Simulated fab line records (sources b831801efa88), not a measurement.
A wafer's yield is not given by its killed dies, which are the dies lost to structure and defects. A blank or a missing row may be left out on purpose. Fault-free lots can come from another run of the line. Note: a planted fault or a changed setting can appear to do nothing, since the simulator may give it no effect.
The same fault as seen by 2 desks || flow sky130 || each desk holds nothing but its own numbers, with what lay behind them at the end

== FROM THE METROLOGY DESK ==
What the gauges read, lot by lot, whatever tool the lot ran on: means of the sampled wafers that have a number. A lot is out of limits, marked OUT, if its mean lies more than 4 standard deviations from the usual mean; the brackets give that distance.
Columns: A = METAL5_ALCU_RS at SKY_METAL5_RS_MEAS_05, usual 0.0270 ohm/sq
{"lot": "L388", "first seen here": "day 43 18:23", "A": 0.0267}
{"lot": "L387", "first seen here": "day 43 20:23", "A": 0.0265}
{"lot": "L395", "first seen here": "day 44 23:11", "A": 0.0271}
{"lot": "L397", "first seen here": "day 45 03:10", "A": 0.0270}
{"lot": "L402", "first seen here": "day 49 00:08", "A": 0.0264}
{"lot": "L406", "first seen here": "day 49 01:00", "A": 0.0271}
{"lot": "L404", "first seen here": "day 49 05:36", "A": 0.0267}
{"lot": "L403", "first seen here": "day 49 05:50", "A": 0.0270}
{"lot": "L409", "first seen here": "day 49 10:16", "A": 0.0268}
{"lot": "L410", "first seen here": "day 49 10:29", "A": 0.0276}
{"lot": "L405", "first seen here": "day 49 12:26", "A": 0.0268}
Finding of this desk: none of the 11 lots has anything out of limits.

== THE TOOL OWNER'S DESK: cmp-01 ==
The tool's own readings at SKY_VIA2_CMP_02 (polishes SiO2): means of the sampled wafers that have a number, for each lot that ran on this tool. A lot is out of limits, marked OUT, if its mean lies more than 4 standard deviations from the usual mean; the brackets give that distance.
Columns: A = motor-current-A at SKY_VIA2_CMP_02, usual 12.0 A
{"lot": "L388", "first seen here": "day 36 05:55", "A": 12.0}
{"lot": "L387", "first seen here": "day 36 07:22", "A": 11.9}
{"lot": "L395", "first seen here": "day 37 16:22", "A": 11.8}
{"lot": "L397", "first seen here": "day 37 22:46", "A": 12.3}
{"lot": "L402", "first seen here": "day 42 11:00", "A": 12.4}
{"lot": "L406", "first seen here": "day 42 12:28", "A": 12.8}
{"lot": "L404", "first seen here": "day 42 14:54", "A": 10.9}
{"lot": "L403", "first seen here": "day 42 16:36", "A": 11.3}
{"lot": "L410", "first seen here": "day 42 18:00", "A": 12.2}
Finding of this desk: none of the 9 lots has anything out of limits.

== TAKEN TOGETHER ==
The metrology desk saw nothing out of limits.
The desk of the tool owner found nothing out of limits.

== WHAT THE SIMULATOR HAD INSERTED ==
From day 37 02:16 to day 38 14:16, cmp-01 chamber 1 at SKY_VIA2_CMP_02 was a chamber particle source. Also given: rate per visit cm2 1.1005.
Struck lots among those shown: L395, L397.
